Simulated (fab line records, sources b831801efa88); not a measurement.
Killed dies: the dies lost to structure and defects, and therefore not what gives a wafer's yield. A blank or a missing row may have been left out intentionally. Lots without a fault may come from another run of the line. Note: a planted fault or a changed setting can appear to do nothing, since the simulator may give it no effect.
The tool behind it: which one? || flow gf180mcu || Sampling: 7 lots, 19 wafers, 2 of 602 route steps

== WHAT THE GAUGES READ, wafer by wafer ==
GF_SAB_CD_MEAS_09 targets a cd of 420 nm.
{"lot": "L980", "measured": "day 16 01:46", "on": "cd-sem-01", "cd-nm (nm)": "420.5 420.5 419.4"}
{"lot": "L985", "measured": "day 17 23:32", "on": "cd-sem-02", "cd-nm (nm)": "417.5 419.3 419.6"}
{"lot": "L987", "measured": "day 18 15:19", "on": "cd-sem-02", "cd-nm (nm)": "415.8 418.4 416.6"}
{"lot": "L989", "measured": "day 19 07:26", "on": "cd-sem-01", "cd-nm (nm)": "418.5 418.6 416.7"}
{"lot": "L994", "measured": "day 21 02:32", "on": "cd-sem-02", "cd-nm (nm)": "419.6 241.1"}
{"lot": "L997", "measured": "day 22 02:55", "on": "cd-sem-02", "cd-nm (nm)": "231.6 419.0"}
{"lot": "L102", "measured": "day 23 16:20", "on": "cd-sem-01", "cd-nm (nm)": "421.9 418.0 420.1"}

== EACH LOT AND THE TOOL THAT RAN IT (in order: tool; ch and the chambers of the sampled wafers; start) ==
{"lot": "L980", "GF_SAB_EXPOSE_06": "iline-stepper-02 ch 0, day 15 14:51"}
{"lot": "L985", "GF_SAB_EXPOSE_06": "iline-stepper-01 ch 0, day 17 12:17"}
{"lot": "L987", "GF_SAB_EXPOSE_06": "iline-stepper-02 ch 0, day 18 03:08"}
{"lot": "L989", "GF_SAB_EXPOSE_06": "iline-stepper-01 ch 0, day 18 19:31"}
{"lot": "L994", "GF_SAB_EXPOSE_06": "iline-stepper-02 ch 0, day 20 14:11"}
{"lot": "L997", "GF_SAB_EXPOSE_06": "iline-stepper-02 ch 0, day 21 14:51"}
{"lot": "L102", "GF_SAB_EXPOSE_06": "iline-stepper-01 ch 0, day 23 05:22"}
- GF_SAB_EXPOSE_06: exposes mask SAB, target cd 420 nm.

== THE ANSWER, worked out from the rows above alone ==
Rule: what is usual is taken from the lots themselves. The widest of any qualifying gaps counts: lots, ordered by their means at a reading, are off when they make up no more than a third of the lots, leave a main group of 4 or more, and stand apart from it by 3 or more times the standard deviation of that group's means. Not used: any main group whose means are identical at the precision the tables above print for the reading. A lot without any number at a reading at which 4 lots or more have one is off too. All remaining lots with rows at the step are treated as sound.
Off, at GF_SAB_CD_MEAS_09 on cd-nm: L994, L997. The main group: mean 418.8 nm, standard deviation 1.2.
If a tool, at a process step before that reading, ran all the lots that are off and no sound lot after the first of them, it fits. Gauges at GF_SAB_CD_MEAS_09: tried the same way as those tools. 2 tools fit, iline-stepper-02 at GF_SAB_EXPOSE_06 and cd-sem-02 at GF_SAB_CD_MEAS_09, so this cannot tell which one it is.

== WHAT WAS PUT IN BY THE SIMULATOR ==
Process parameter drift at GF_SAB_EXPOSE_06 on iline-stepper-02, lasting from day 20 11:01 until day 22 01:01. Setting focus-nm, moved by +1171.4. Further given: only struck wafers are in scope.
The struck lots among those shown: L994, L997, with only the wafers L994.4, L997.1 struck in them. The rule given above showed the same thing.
